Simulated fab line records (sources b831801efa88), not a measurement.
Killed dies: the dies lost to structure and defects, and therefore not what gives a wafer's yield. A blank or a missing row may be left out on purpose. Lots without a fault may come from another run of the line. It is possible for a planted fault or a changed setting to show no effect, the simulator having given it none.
Struck lot and sound lot, side by side + flow sky130 + 14 steps out of a route of 708
Sound: these wafers, L551.3, L551.4, L551.6. Struck: wafers L564.1, L564.2, L564.6. Last of all comes the cause.
Order at every step that has rows: each side's tool, ch and its chambers, its first start. Under that, the readings that differ: sound wafers + struck wafers + difference of the means + sigmas: that difference in standard deviations of wafers without a fault.
alike: readings with means less than 2 such deviations apart, plus words and numbers identical on both sides. not compared: withheld readings, readings lacking a value on some wafer, bounds such as >300 that could conceal the same value, and numbers that have no deviation in the record and whose values overlap.
The two part at a step that has a row with sigmas, a row that says differs or no value, or rows on one side only. Numbers that don't overlap but have no deviation are shown without sigmas and don't part them. A reading that every wafer of one side lacks parts them only if that side has two wafers or more.

SKY_RES_XHIGH_TW_MEAS_09:
  sound: film-metro-02 at day 27 02:26; struck: film-metro-04 at day 31 17:31
  alike: RES_XHIGH_TW
then, 7 steps without rows for these wafers: SKY_SD_N_DEHYDRATE_00 (time 60 s); SKY_SD_N_HMDS_01 (prime time 60 s); SKY_SD_N_COAT_02 (resist thk 1140 nm); SKY_SD_N_SOFTBAKE_03 (time 60 s); SKY_SD_N_EXPOSE_04 (exposes mask NSDM, target cd 380 nm); SKY_SD_N_PEB_05; SKY_SD_N_DEVELOP_06 (develop time 60 s).
SKY_SD_N_CD_MEAS_07: target cd 380 nm.
  sound: cd-sem-01 at day 28 06:40; struck: cd-sem-02 at day 32 20:13
| reading    | sound       | struck      | difference | sigmas |
|------------|-------------|-------------|------------|--------|
| cd-nm (nm) | 388 389 388 | 380 376 382 | -9         | -3     |
SKY_SD_N_OVL_MEAS_08:
  sound: overlay-01 at day 28 06:46; struck: overlay-01 at day 32 20:20
  alike: SD_N_OVL
then, 2 steps without rows for these wafers: SKY_SD_N_IMPLANT_09; SKY_SD_N_IMPLANT_10.
SKY_SD_N_STRIP_11: strips in O2/N2.
  sound on plasma-asher-03 ch 0,1, day 28 07:07; struck on plasma-asher-01 ch 0,1, day 32 20:40
| reading                                   | sound             | struck            | difference                    | sigmas |
|-------------------------------------------|-------------------|-------------------|-------------------------------|--------|
| oes-product-au (a.u.)                     | 0.529 0.524 0.526 | 0.325 0.314 0.324 | -0.205                        | -43    |
| strip-time-to-endpoint-s (s)              | 22.49 22.52 22.52 | - - -             | no value on the struck wafers |        |
| model.NOVOLAK_of_SD_N_COAT_02.thk-nm (nm) | 0 0 0             | 819.4 818.3 816.7 | +818.1                        |        |
  alike: drypump-motor-current-A
  not compared: rf-hours-counter-h
SKY_SD_N_TW_MEAS_12:
  sound: film-metro-04 at day 28 07:13; struck: film-metro-02 at day 32 20:46
  alike: SD_N_TW

WHERE THEY PART
Earliest at SKY_SD_N_CD_MEAS_07; latest, in this record, at SKY_SD_N_STRIP_11. Later steps at which nothing parts them and some readings are alike: SKY_SD_N_TW_MEAS_12.

WHY: the cause the simulator had injected
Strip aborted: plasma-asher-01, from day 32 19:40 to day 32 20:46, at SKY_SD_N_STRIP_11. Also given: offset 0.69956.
